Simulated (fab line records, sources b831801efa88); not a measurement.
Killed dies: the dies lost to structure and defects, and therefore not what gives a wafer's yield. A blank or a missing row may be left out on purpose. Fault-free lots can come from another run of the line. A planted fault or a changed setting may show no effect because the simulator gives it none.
fab line records	flow sky130
[record] lots = 6	wafers = 18	last-day = 50
route steps=708 shown POLY_CUT@317 SD_P@320 PAD_OPEN@708
lots that met no fault: taken from a fault-free run of the same line
start-h: the number of hours between the record's first day and the start of the first shown wafer of the lot	wait-h: hours elapsed since this lot's preceding step	" unchanged from the row above	L1.1+2: several wafers, shown together as one row	- no value, or no start given	* or withheld: withheld	< > ~ a bound
route shown NAME@n: NAME is a module with steps in the file, n the number in the route of the first one	usual: mean and standard deviation over wafers with no fault	same: alike in all rows	chamber/n: place in a boat	sites: the reading at each site	_std_site: standard deviation of those values	_edge_site: outer sites' mean less inner sites'	radius-mm: how far each site lies from the wafer's centre	mask NAME#n: copy n	behind: the tool/chamber that last shaped the wafer	hold: cause of the lot's hold/its duration in hours/its outcome	device: the n, p or np transistor that did not switch	end of line: tests of these same wafers at the route's end	step lacking rows: just its recipe	killed: the dies lost at the first sort to structure and to defects; this is not the yield of the wafer	map: a wafer's dies, marking killed ones x, the rest . and places with no die _
set.NAME: the setting as run; set.NAME@STEP: as run at that earlier step	model.NAME: the simulator's own value behind a step, which no gauge read
lots at some steps of the route; a table a step, a row a wafer
services: the hour from which a tool's chamber was out of use, counted from the record's first day as start-h (under 0 if before that day), plus the number of hours and why
[[steps]]
[step SKY_POLY_CUT_ETCH_10]
[recipe] chemistry = N2/H2	target = BARC	ion-energy-ev = 200	source-w = 500	bias-w = 100	pressure-mtorr = 30	n2-flow-sccm = 100	h2-flow-sccm = 200	stop-on = SiO2	time-s = 45.9	target-depth-a = 600
[usual] drypump-motor-current-A = 5.9/0.44	oes-product-au = 0.854/0.005	throttle-valve-pct = 13.225/0.0089
lot.wafer	tool	chamber	start-h	wait-h	drypump-motor-current-A	oes-product-au	rf-hours-counter-h	throttle-valve-pct
L815.1	rie-diel-04	2	624.81	0.0	6.4	0.853	7	13.220
L815.4	"	0	"	"	6.6	0.861	4	13.226
L815.5	"	2	"	"	6.4	0.853	-	13.229
L818.2	rie-diel-02	2	643.58	0.0	5.6	0.850	9	13.234
L818.4	"	1	"	"	5.7	0.859	-	13.216
L818.6	"	0	"	"	6.0	0.853	-	13.229
L821.3	rie-diel-02	0	670.88	0.0	6.0	0.858	12	13.238
L821.5	"	0	"	"	6.0	0.854	-	13.238
L821.6	"	1	"	"	5.7	0.859	-	13.224
L823.2	rie-diel-02	1	693.92	0.0	5.7	0.851	13	13.214
L823.4	"	0	"	"	6.0	0.862	12	13.237
L823.5	"	2	"	"	5.6	0.859	-	13.214
L825.1	rie-diel-01	0	711.88	0.0	5.5	0.862	4	13.239
L825.2	"	2	"	"	6.2	0.845	7	13.230
L825.6	"	3	"	"	4.7	0.853	-	13.225
L828.1	rie-diel-04	3	744.16	0.0	6.3	0.854	1	13.227
L828.4	"	2	"	"	6.4	0.860	10	13.240
L828.6	"	2	"	"	6.4	0.858	-	13.226
[step SKY_POLY_CUT_ETCH_11]
[recipe] target = Si3N4	chemistry = CF4/CH2F2/Ar	stop-on = poly-Si	source-w = 600	bias-w = 150	pressure-mtorr = 40	cf4-flow-sccm = 40	ch2f2-flow-sccm = 20	Ar_flow_sccm = 150	time-s = 42.5	target-depth-a = 600
[usual] drypump-motor-current-A = 5.9/0.43	oes-product-au = 0.831/0.0062	throttle-valve-pct = 14.993/0.0084
lot.wafer	tool	chamber	start-h	wait-h	drypump-motor-current-A	oes-product-au	rf-hours-counter-h	throttle-valve-pct
L815.1	rie-diel-04	2	624.85	0.0	6.4	0.829	8	14.993
L815.4	"	0	"	"	6.6	0.828	4	14.994
L815.5	"	2	"	"	6.4	0.836	-	14.989
L818.2	rie-diel-02	2	643.63	0.0	5.6	0.835	9	14.994
L818.4	"	1	"	"	5.7	0.828	-	15.001
L818.6	"	0	"	"	6.0	0.822	-	14.989
L821.3	rie-diel-02	0	670.93	0.0	6.0	0.834	12	14.984
L821.5	"	0	"	"	6.0	0.842	-	14.996
L821.6	"	1	"	"	5.7	0.824	-	14.999
L823.2	rie-diel-02	1	693.96	0.0	5.7	0.824	14	14.993
L823.4	"	0	"	"	6.0	0.833	12	15.006
L823.5	"	2	"	"	5.6	0.826	-	14.993
L825.1	rie-diel-01	0	711.93	0.0	5.5	0.835	4	14.994
L825.2	"	2	"	"	6.2	0.830	7	14.987
L825.6	"	3	"	"	4.7	0.836	-	14.991
L828.1	rie-diel-04	3	744.20	0.0	6.3	0.829	1	14.993
L828.4	"	2	"	"	6.4	0.834	10	14.980
L828.6	"	2	"	"	6.4	0.825	-	14.993
[step SKY_POLY_CUT_STRIP_12]
[recipe] chemistry = O2/N2	power-w = 1400	pressure-mtorr = 1500	platen-temp-c = withheld	o2-flow-sccm = 3000	n2-flow-sccm = 300	overash-fraction = 0.5
[usual] drypump-motor-current-A = 5.80/0.24	oes-product-au = 0.453/0.0047	strip-time-to-endpoint-s = 5.350/0.02
[same] overash-fraction = 0.5
lot.wafer	tool	chamber	start-h	wait-h	drypump-motor-current-A	oes-product-au	rf-hours-counter-h	strip-time-to-endpoint-s
L815.1	plasma-asher-03	1	624.89	0.0	5.71	0.454	20	5.366
L815.4	"	1	"	"	5.66	0.457	-	5.354
L815.5	"	0	"	"	6.05	0.455	-	5.374
L818.2	plasma-asher-04	1	643.67	0.0	5.94	0.455	93	5.355
L818.4	"	1	"	"	5.96	0.456	-	5.343
L818.6	"	1	"	"	5.95	0.457	-	5.324
L821.3	plasma-asher-04	1	671.00	0.1	5.96	0.452	-	5.345
L821.5	"	0	"	"	5.51	0.457	-	5.361
L821.6	"	1	"	"	5.93	0.446	-	5.346
L823.2	plasma-asher-04	1	694.00	0.0	5.96	0.452	99	5.338
L823.4	"	1	"	"	5.96	0.440	-	5.334
L823.5	"	0	"	"	5.53	0.456	-	5.353
L825.1	plasma-asher-03	0	711.97	0.0	6.08	0.459	30	5.324
L825.2	"	1	"	"	5.73	0.456	30	5.349
L825.6	"	1	"	"	5.71	0.454	-	5.342
L828.1	plasma-asher-02	0	744.24	0.0	6.13	0.453	88	5.345
L828.4	"	1	"	"	5.49	0.448	-	5.345
L828.6	"	0	"	"	6.13	0.457	-	5.333
[step SKY_SD_P_DEHYDRATE_00]
[recipe] temp-c = 200	time-s = 60
[step SKY_SD_P_HMDS_01]
[recipe] prime-time-s = 60	prime-temp-c = 120
[step SKY_SD_P_COAT_02]
[recipe] resist = NOVOLAK	spin-rpm = 3000	resist-thk-nm = 1140
[step SKY_SD_P_SOFTBAKE_03]
[recipe] temp-c = 90	time-s = 60	resist = NOVOLAK
[step SKY_SD_P_EXPOSE_04]
[recipe] mask-id = PSDM	na = 0.6	source-shape = conventional	sigma-outer = 0.6	polarization = unpolarized	target-cd-nm = 380	dose-mj = 138
[step SKY_SD_P_PEB_05]
[recipe] temp-c = withheld	time-s = *	resist = NOVOLAK
[step SKY_SD_P_DEVELOP_06]
[recipe] resist = NOVOLAK	developer = TMAH	develop-time-s = 60	dev-temp-c = 23
[step SKY_SD_P_CD_MEAS_07]
[recipe] target-cd-nm = 380
[usual] cd-nm = 380.6/2.3
lot.wafer	tool	chamber	start-h	wait-h	cd-nm
L815.1	cd-sem-02	-	653.20	0.1	381.0
L815.4	"	-	"	"	380.9
L815.5	"	-	"	"	382.1
L818.2	cd-sem-01	-	671.97	0.1	382.8
L818.4	"	-	"	"	380.6
L818.6	"	-	"	"	379.3
L821.3	cd-sem-01	-	698.94	0.1	382.0
L821.5	"	-	"	"	382.7
L821.6	"	-	"	"	384.0
L823.2	cd-sem-01	-	721.62	0.1	381.0
L823.4	"	-	"	"	382.7
L823.5	"	-	"	"	381.7
L825.1	cd-sem-01	-	739.68	0.1	383.5
L825.2	"	-	"	"	382.7
L825.6	"	-	"	"	382.4
L828.1	cd-sem-01	-	770.81	0.1	378.3
L828.4	"	-	"	"	378.2
L828.6	"	-	"	"	379.5
[step SKY_SD_P_OVL_MEAS_08]
[usual] SD_P_OVL = -0.3/1.5
lot.wafer	tool	chamber	start-h	wait-h	SD_P_OVL[nm]
L815.1	overlay-01	-	653.32	0.1	-1.2
L815.4	"	-	"	"	0.6
L815.5	"	-	"	"	-0.3
L818.2	overlay-01	-	672.08	0.1	-2.9
L818.4	"	-	"	"	-3.5
L818.6	"	-	"	"	-3.4
L821.3	overlay-02	-	699.03	0.1	0.6
L821.5	"	-	"	"	1.9
L821.6	"	-	"	"	1.3
L823.2	overlay-02	-	721.73	0.1	0.3
L823.4	"	-	"	"	0.9
L823.5	"	-	"	"	1.4
L825.1	overlay-01	-	739.80	0.1	-1.4
L825.2	"	-	"	"	-1.3
L825.6	"	-	"	"	-0.7
L828.1	overlay-01	-	770.93	0.1	-1.1
L828.4	"	-	"	"	-0.5
L828.6	"	-	"	"	-1.5
[step SKY_SD_P_IMPLANT_09]
[recipe] species = BF2	energy-kev = 20	dose-cm2 = 3e+15	tilt-deg = 0
[usual] dose-ions-cm2 = 3.0003e+15/2.5e+12	faraday-current-uA = 11916/1100
lot.wafer	tool	chamber	start-h	wait-h	dose-ions-cm2	faraday-current-uA
L815.1	implanter-04	0	653.36	0.0	3.0853e+15	12016
L815.4	"	0	"	"	3.0855e+15	12029
L815.5	"	0	"	"	3.0823e+15	11982
L818.2	implanter-04	0	672.13	0.0	3.0807e+15	11401
L818.4	"	0	"	"	3.0814e+15	11737
L818.6	"	0	"	"	3.0843e+15	12265
L821.3	implanter-03	0	699.11	0.1	3.0002e+15	10187
L821.5	"	0	"	"	2.9995e+15	10440
L821.6	"	0	"	"	2.9998e+15	10325
L823.2	implanter-03	0	721.78	0.0	2.9957e+15	10120
L823.4	"	0	"	"	3.006e+15	9624
L823.5	"	0	"	"	3.0004e+15	10228
L825.1	implanter-04	0	739.83	0.0	3.0021e+15	12203
L825.2	"	0	"	"	2.999e+15	12092
L825.6	"	0	"	"	2.9959e+15	12225
L828.1	implanter-04	0	770.97	0.0	2.998e+15	12115
L828.4	"	0	"	"	2.9994e+15	11609
L828.6	"	0	"	"	2.9993e+15	12009
[step SKY_SD_P_STRIP_10]
[recipe] chemistry = O2/N2	power-w = 1400	pressure-mtorr = 1500	platen-temp-c = withheld	o2-flow-sccm = 3000	n2-flow-sccm = 300	overash-fraction = 0.5
[usual] drypump-motor-current-A = 5.74/0.29	oes-product-au = 0.618/0.0043	strip-time-to-endpoint-s = 17.48/0.047
[same] overash-fraction = 0.5
lot.wafer	tool	chamber	start-h	wait-h	drypump-motor-current-A	oes-product-au	rf-hours-counter-h	strip-time-to-endpoint-s
L815.1	plasma-asher-03	1	653.51	0.1	5.70	0.616	24	17.49
L815.4	"	1	"	"	5.69	0.619	-	17.48
L815.5	"	0	"	"	6.08	0.613	-	17.49
L818.2	plasma-asher-03	1	672.26	0.1	5.71	0.619	26	17.59
L818.4	"	1	"	"	5.68	0.623	-	17.65
L818.6	"	0	"	"	6.08	0.617	-	17.63
L821.3	plasma-asher-03	1	699.24	0.1	5.68	0.622	-	17.43
L821.5	"	0	"	"	6.06	0.617	-	17.48
L821.6	"	1	"	"	5.72	0.617	-	17.49
L823.2	plasma-asher-03	1	721.91	0.1	5.74	0.621	30	17.52
L823.4	"	0	"	"	6.08	0.617	-	17.51
L823.5	"	0	"	"	6.05	0.616	-	17.46
L825.1	plasma-asher-01	0	739.98	0.1	5.77	0.623	64	17.56
L825.2	"	1	"	"	5.29	0.609	64	17.49
L825.6	"	0	"	"	5.78	0.618	-	17.48
L828.1	plasma-asher-03	0	771.12	0.1	6.07	0.622	36	17.50
L828.4	"	1	"	"	5.71	0.614	-	17.46
L828.6	"	1	"	"	5.70	0.615	-	17.43
[step SKY_PAD_OPEN_PROBE_99]
[usual] killed_at_M0_to_M3 = 42/6.6	killed_at_M4_up = 3.1/1.9	killed-at-contacts = 24/5.6	killed-at-front-end = 15/4.8	killed-at-other = 0.3/0.48	killed-dies = 84/10	killed-open = 47/6.8	killed-short = 37/6.8
[same] gross-dies = 492	killed-at-back-side = 0
lot.wafer	tool	chamber	start-h	wait-h	killed_at_M0_to_M3	killed_at_M4_up	killed-at-contacts	killed-at-front-end	killed-at-other	killed-dies	killed-open	killed-short
L815.1	prober-02	-	1122.43	0.1	39	2	25	11	0	77	34	43
L815.4	prober-02	-	1122.58	0.2	39	4	18	12	0	73	42	31
L815.5	prober-02	-	1122.63	0.2	46	3	20	18	0	87	42	45
L818.2	prober-01	-	1137.85	0.1	35	8	25	17	0	85	50	35
L818.4	prober-01	-	1137.95	0.2	47	1	22	18	0	88	50	38
L818.6	prober-01	-	1138.05	0.2	57	3	27	21	0	108	57	51
L821.3	prober-02	-	1153.58	0.2	47	0	23	11	1	82	44	38
L821.5	prober-02	-	1153.68	0.2	48	2	26	17	0	93	58	35
L821.6	prober-02	-	1153.73	0.2	46	4	28	13	1	92	47	45
L823.2	prober-02	-	1168.17	0.1	49	4	22	6	0	81	42	39
L823.4	prober-02	-	1168.27	0.2	37	3	15	18	0	73	43	30
L823.5	prober-02	-	1168.32	0.2	50	4	23	17	1	95	56	39
L825.1	prober-02	-	1177.22	0.1	43	4	18	16	1	82	38	44
L825.2	prober-02	-	1177.27	0.1	42	3	23	14	0	82	42	40
L825.6	prober-02	-	1177.47	0.2	41	3	32	31	0	107	55	52
L828.1	prober-01	-	1197.77	0.1	36	6	29	6	1	78	51	27
L828.4	prober-01	-	1197.92	0.2	42	5	23	13	0	83	48	35
L828.6	prober-01	-	1198.02	0.2	33	6	33	13	0	85	49	36
// killed by level:class
L815.1 VIA1:geometric-particle:open=10 METAL1:geometric-particle:short=9 LOCAL_INTERCONNECT:geometric-particle:short=8 CONTACT:geometric-particle:open=7 VIA2:geometric-particle:open=6 CONTACT:geometric-particle:short=5 VIA1:geometric-particle:short=5 METAL3:geometric-particle:short=4
L815.4 METAL1:geometric-particle:short=8 CONTACT:geometric-particle:open=7 VIA1:geometric-particle:open=7 LI_CONTACT:geometric-particle:open=5 VIA1:geometric-particle:short=5 VIA2:geometric-particle:open=5 VIA3:geometric-particle:open=5 METAL1:geometric-particle:open=4
L815.5 VIA1:geometric-particle:open=14 METAL1:geometric-particle:short=7 FIELD_ISO:geometric-particle:open=6 VIA1:geometric-particle:short=6 LI_CONTACT:geometric-particle:short=5 LOCAL_INTERCONNECT:geometric-particle:short=5 VIA2:geometric-particle:open=5 FIELD_ISO:geometric-particle:short=4
L818.2 VIA1:geometric-particle:open=13 CONTACT:geometric-particle:open=10 METAL4:geometric-particle:short=8 VIA2:geometric-particle:open=7 LI_CONTACT:geometric-particle:open=6 POLY_GATE:geometric-particle:short=5 FIELD_ISO:geometric-particle:open=4 METAL1:geometric-particle:short=4
L818.4 VIA1:geometric-particle:open=11 CONTACT:geometric-particle:open=10 POLY_GATE:geometric-particle:short=9 VIA3:geometric-particle:open=9 LI_CONTACT:geometric-particle:open=6 METAL1:geometric-particle:short=6 FIELD_ISO:geometric-particle:short=5 POLY_GATE:geometric-particle:open=4
L818.6 VIA1:geometric-particle:open=15 VIA3:geometric-particle:open=13 METAL1:geometric-particle:short=9 LI_CONTACT:geometric-particle:open=7 CONTACT:geometric-particle:open=7 FIELD_ISO:geometric-particle:open=6 POLY_GATE:geometric-particle:short=6 CONTACT:geometric-particle:short=5
L821.3 CONTACT:geometric-particle:open=9 METAL1:geometric-particle:short=9 VIA1:geometric-particle:open=9 VIA3:geometric-particle:open=7 LOCAL_INTERCONNECT:geometric-particle:short=6 VIA3:geometric-particle:short=6 FIELD_ISO:geometric-particle:short=4 VIA1:geometric-particle:short=4
L821.5 VIA1:geometric-particle:open=17 CONTACT:geometric-particle:open=11 LI_CONTACT:geometric-particle:open=6 METAL2:geometric-particle:short=5 VIA2:geometric-particle:open=5 VIA3:geometric-particle:open=5 FIELD_ISO:geometric-particle:short=4 POLY_GATE:geometric-particle:open=4
L821.6 VIA1:geometric-particle:open=16 CONTACT:geometric-particle:open=11 METAL1:geometric-particle:short=7 VIA2:geometric-particle:open=7 LI_CONTACT:geometric-particle:open=5 LOCAL_INTERCONNECT:geometric-particle:short=5 FIELD_ISO:geometric-particle:short=4 POLY_GATE:geometric-particle:short=4
L823.2 CONTACT:geometric-particle:open=11 VIA1:geometric-particle:open=10 VIA1:geometric-particle:short=8 METAL2:geometric-particle:short=6 VIA2:geometric-particle:open=6 VIA3:geometric-particle:short=6 CONTACT:geometric-particle:short=5 VIA3:geometric-particle:open=5
L823.4 VIA1:geometric-particle:open=12 FIELD_ISO:geometric-particle:short=5 METAL2:geometric-particle:short=5 VIA3:geometric-particle:open=5 LI_CONTACT:geometric-particle:open=4 CONTACT:geometric-particle:open=4 VIA2:geometric-particle:open=4 FIELD_ISO:geometric-particle:open=3
L823.5 VIA1:geometric-particle:open=13 VIA3:geometric-particle:open=13 LI_CONTACT:geometric-particle:open=8 CONTACT:geometric-particle:open=5 VIA1:geometric-particle:short=5 VIA3:geometric-particle:short=5 FIELD_ISO:geometric-particle:short=4 POLY_GATE:geometric-particle:open=4
L825.1 CONTACT:geometric-particle:open=10 FIELD_ISO:geometric-particle:short=6 METAL1:geometric-particle:short=6 VIA1:geometric-particle:short=6 VIA2:geometric-particle:open=6 VIA3:geometric-particle:open=6 VIA1:geometric-particle:open=5 FIELD_ISO:geometric-particle:open=4
L825.2 VIA2:geometric-particle:open=10 VIA3:geometric-particle:open=9 METAL2:geometric-particle:short=7 CONTACT:geometric-particle:open=6 VIA1:geometric-particle:open=6 LOCAL_INTERCONNECT:geometric-particle:short=5 CONTACT:geometric-particle:short=5 LI_CONTACT:geometric-particle:open=4
L825.6 FIELD_ISO:geometric-particle:open=12 CONTACT:geometric-particle:open=11 VIA3:geometric-particle:open=8 VIA1:geometric-particle:open=7 LI_CONTACT:geometric-particle:open=7 CONTACT:geometric-particle:short=7 FIELD_ISO:geometric-particle:short=6 METAL2:geometric-particle:short=6
L828.1 CONTACT:geometric-particle:open=15 VIA2:geometric-particle:open=9 VIA3:geometric-particle:open=7 VIA1:geometric-particle:open=5 VIA1:geometric-particle:short=4 FIELD_ISO:geometric-particle:short=3 LI_CONTACT:geometric-particle:short=3 LI_CONTACT:geometric-particle:open=3
L828.4 CONTACT:geometric-particle:open=10 VIA1:geometric-particle:open=9 VIA2:geometric-particle:open=7 METAL1:geometric-particle:short=6 LI_CONTACT:geometric-particle:open=4 LOCAL_INTERCONNECT:geometric-particle:short=4 CONTACT:geometric-particle:short=4 VIA3:geometric-particle:open=4
L828.6 CONTACT:geometric-particle:open=20 VIA1:geometric-particle:open=7 FIELD_ISO:geometric-particle:short=6 METAL1:geometric-particle:short=6 VIA3:geometric-particle:open=6 LI_CONTACT:geometric-particle:open=4 METAL4:geometric-particle:short=4 LI_CONTACT:geometric-particle:short=3
[[services]]
tool	chamber	start-h	hours	kind
implanter-03	-	613.51	5.3	repair
plasma-asher-01	-	640.54	2.8	pm
rie-diel-02	3	641.94	15.8	repair
plasma-asher-02	-	646.47	9.9	repair
rie-diel-04	1	648.14	2.7	repair
implanter-03	-	650.77	2.2	repair
rie-diel-04	-	654.05	1.4	repair
rie-diel-01	-	654.85	0.4	repair
rie-diel-04	-	658.98	1.5	repair
plasma-asher-02	-	661.93	15.6	pm
rie-diel-02	2	665.40	8.5	repair
implanter-03	-	703.08	3.6	pm
rie-diel-02	2	704.21	7.3	repair
plasma-asher-03	-	715.15	0.7	repair
rie-diel-04	-	715.38	2.8	pm
rie-diel-02	2	715.96	9.1	repair
rie-diel-01	-	718.05	2.5	repair
implanter-03	-	732.87	3.6	pm
plasma-asher-04	-	733.75	9.0	pm
rie-diel-02	0	748.57	2.0	repair
rie-diel-04	-	749.66	0.5	repair
rie-diel-04	1	754.62	13.8	repair
plasma-asher-04	-	760.96	0.4	repair
rie-diel-01	1	767.13	2.8	repair
[[key]]
[first-sign] step = SKY_SD_P_IMPLANT_09	reading = dose-ions-cm2	direction = up	sigmas = 33	usual = *	struck = *
effect none on later readings
met-at SKY_SD_P_IMPLANT_09
struck-wafers L815.1,L815.4,L815.5,L818.2,L818.4,L818.6
tester-left-out L815,L818
[fault] kind = process-parameter-drift	tool = implanter-04	chamber = -	onset-h = 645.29	steps = SKY_SD_P_IMPLANT_09	channel = dose-cm2	offset = *	shape = step	end-h = 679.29	acts-in = *	stated = *
// tester-left-out: of these lots the tester's yield and bins aren't shown, on N5 and GAA mostly nor the transistor test; their killed dies are dies lost to structure and defects alone, not to doping, threshold or leakage, so they don't give the yield
